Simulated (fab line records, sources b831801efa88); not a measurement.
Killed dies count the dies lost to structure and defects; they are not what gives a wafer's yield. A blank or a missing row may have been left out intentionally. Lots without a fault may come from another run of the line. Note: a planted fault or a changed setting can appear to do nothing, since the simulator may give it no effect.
Tool commonality check + flow sky130 + 42 wafers sampled across 11 lots

## WHY IT WAS OPENED
SKY_POLY_GATE_THK_MEAS_01, reading POLY_GATE_CVD_00_THK: flagged on 3 of 11 lots. Wafers without a fault read 180.3 nm, standard deviation 1.3.
Rule: flag the lot when none of its wafers has a number, or when each of its wafers that has one lies beyond 4 standard deviations from that mean. The rest of the lots are taken to be sound.

| lot  | measured     | on           | POLY_GATE_CVD_00_THK (nm), wafer by wafer | flag    |
|------|--------------|--------------|-------------------------------------------|---------|
| L337 | day 14 04:37 | filmMetro-03 | 179.4 180.2 181.2                         |         |
| L338 | day 14 08:53 | filmMetro-03 | 180.9 180.3 181.6                         |         |
| L340 | day 15 13:34 | filmMetro-02 | 181.2 181.4 183.1                         |         |
| L342 | day 16 02:47 | filmMetro-03 | 178.8 179.7 177.6                         |         |
| L343 | day 16 02:49 | filmMetro-04 | 179.8 179.6 178.5                         |         |
| L344 | day 17 07:41 | filmMetro-02 | 181.0 180.8 179.9                         |         |
| L349 | day 18 22:00 | filmMetro-03 | 156.1 155.5 154.0 156.1 155.5 154.1       | FLAGGED |
| L351 | day 19 05:05 | filmMetro-03 | 154.2 155.2 154.5 154.2 155.2 154.5       | FLAGGED |
| L350 | day 19 06:16 | filmMetro-04 | 154.1 154.4 156.1 154.0 154.3 156.2       | FLAGGED |
| L359 | day 21 23:59 | filmMetro-04 | 178.8 180.9 180.2                         |         |
| L360 | day 22 04:31 | filmMetro-02 | 182.3 182.3 182.4                         |         |
On average the flagged lots' numbers are 154.9 nm, which is -25.4 nm against the usual, or -20 standard deviations.

## WHICH TOOL RAN EACH LOT
The record keeps 1 process step preceding the reading, out of 708 steps on the route. Every cell lists first the tool, next ch and the chambers used by the sampled wafers, and last the start.
| lot  | flag    | SKY_POLY_GATE_CVD_00        |
|------|---------|-----------------------------|
| L337 |         | lpcvd-01 ch 0, day 14 03:25 |
| L338 |         | lpcvd-01 ch 0, day 14 07:41 |
| L340 |         | lpcvd-01 ch 1, day 15 12:22 |
| L342 |         | lpcvd-01 ch 1, day 16 00:59 |
| L343 |         | lpcvd-01 ch 0, day 16 00:59 |
| L344 |         | lpcvd-01 ch 1, day 17 06:28 |
| L349 | FLAGGED | lpcvd-01 ch 0, day 18 20:48 |
| L351 | FLAGGED | lpcvd-01 ch 0, day 19 03:51 |
| L350 | FLAGGED | lpcvd-01 ch 0, day 19 05:03 |
| L359 |         | lpcvd-01 ch 0, day 21 22:46 |
| L360 |         | lpcvd-01 ch 1, day 22 03:19 |
These steps, and what they do:
- SKY_POLY_GATE_CVD_00: deposits poly-Si, target thk 180 nm, time 720 s.
- SKY_POLY_GATE_THK_MEAS_01

## FLAGGED AGAINST TOTAL, ONE TOOL AT A TIME (gauges that did the reading follow at the end)
| step                      | tool         | lots run | flagged | share of the flagged lots | sound lots run after its first flagged lot |
|---------------------------|--------------|----------|---------|---------------------------|--------------------------------------------|
| SKY_POLY_GATE_CVD_00      | lpcvd-01     | 11       | 3       | all                       | 2 (L359,L360)                              |
| SKY_POLY_GATE_THK_MEAS_01 | filmMetro-02 | 3        | 0       | none                      | -                                          |
| SKY_POLY_GATE_THK_MEAS_01 | filmMetro-03 | 5        | 2       | some                      | 0                                          |
| SKY_POLY_GATE_THK_MEAS_01 | filmMetro-04 | 3        | 1       | some                      | 1 (L359)                                   |

## THE TABLE: WHAT IT ALLOWS
1 row of the table ran every flagged lot: lpcvd-01 at SKY_POLY_GATE_CVD_00.
- lpcvd-01 at SKY_POLY_GATE_CVD_00: 3 of its 11 lots flagged. After the first flagged lot (L359, L360), sound lots still ran on it; a lasting fault on the whole tool would not permit that.
No row of the table ran every flagged lot and no sound lot after the first.

## WHAT HAD BEEN PUT IN BY THE SIMULATOR
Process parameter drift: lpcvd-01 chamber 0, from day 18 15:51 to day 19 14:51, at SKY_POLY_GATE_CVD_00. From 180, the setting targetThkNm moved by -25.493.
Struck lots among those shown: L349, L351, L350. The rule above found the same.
